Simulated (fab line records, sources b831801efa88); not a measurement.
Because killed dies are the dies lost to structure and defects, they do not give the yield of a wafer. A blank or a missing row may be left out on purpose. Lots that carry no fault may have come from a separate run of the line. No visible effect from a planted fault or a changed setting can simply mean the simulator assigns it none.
2 desks, one fault    flow sfq line    what lay behind the numbers comes last; until then each desk has only its own

== THE METROLOGY DESK ==
Lot by lot, what the gauges showed, no matter which tool ran the lot: averages of those sampled wafers that carry a number. Marked OUT: a lot whose mean sits more than 4 standard deviations from the usual mean, which makes it out of limits; the brackets give that distance.
Columns: A = I1_BOW at SFQ_I1_BOW_MEAS_912, usual 1 um; B = I1_OVL at SFQ_I1_OVL_MEAS_913, usual 2 nm
lot   first seen here  A   B
L224  day 16 14:06     0   -2
L225  day 16 19:02     -4  -5
L228  day 17 13:36     -7  3
L229  day 17 14:48     8   3
L230  day 17 22:37     6   8
L236  day 20 03:25     6   1
This desk found nothing out of limits on any of the 6 lots.

== AT THE TOOL OWNER'S DESK: rie diel-04 ==
The tool's own readings at SFQ_TRILAYER_I1_VIA_BARC_OPEN_VIA_ETCH_071 (etches BARC in O2, target depth 125 nm, time 41.7 s): means of the sampled wafers that have a number, for each lot that ran on this tool. Marked OUT: a lot whose mean sits more than 4 standard deviations from the usual mean, which makes it out of limits; the brackets give that distance.
Columns: A = drypump motor current A at SFQ_TRILAYER_I1_VIA_BARC_OPEN_VIA_ETCH_071, usual 6.0 A; B = oes product au at SFQ_TRILAYER_I1_VIA_BARC_OPEN_VIA_ETCH_071, usual 0.685 a.u.; C = run length s at SFQ_TRILAYER_I1_VIA_BARC_OPEN_VIA_ETCH_071, usual 70.0 s
lot   first seen here  A    B                 C
L224  day 20 08:29     5.9  0.693             70.6
L225  day 20 13:17     6.2  0.682             70.2
L228  day 21 07:17     6.0  0.665 (-4.1) OUT  73.1 (+7.6) OUT
L230  day 21 20:35     6.0  0.668             73.3 (+8.0) OUT
Finding of this desk: L228, L230 out of limits; the first was L228 at day 21 07:17, on oes product au at SFQ_TRILAYER_I1_VIA_BARC_OPEN_VIA_ETCH_071. In limits: L224, L225.

== TAKEN TOGETHER ==
An alarm could have come from the tool owner's desk at day 21 07:17, on L228, L230.
At the metrology desk, nothing out of limits was observed.
The metrology desk holds a record of L228, L230, inside its limits.
Of the lots named, all ran SFQ_TRILAYER_I1_VIA_BARC_OPEN_VIA_ETCH_071 on rie diel-04.

== WHAT WAS PUT IN BY THE SIMULATOR ==
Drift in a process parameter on rie diel-04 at SFQ_TRILAYER_I1_VIA_BARC_OPEN_VIA_ETCH_071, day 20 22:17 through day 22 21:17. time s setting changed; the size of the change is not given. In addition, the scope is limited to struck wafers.
Struck lots among those shown: L228, L230.
Delay in hours, fault start to first out-of-limits reading, by desk: the tool owner's desk at 9.
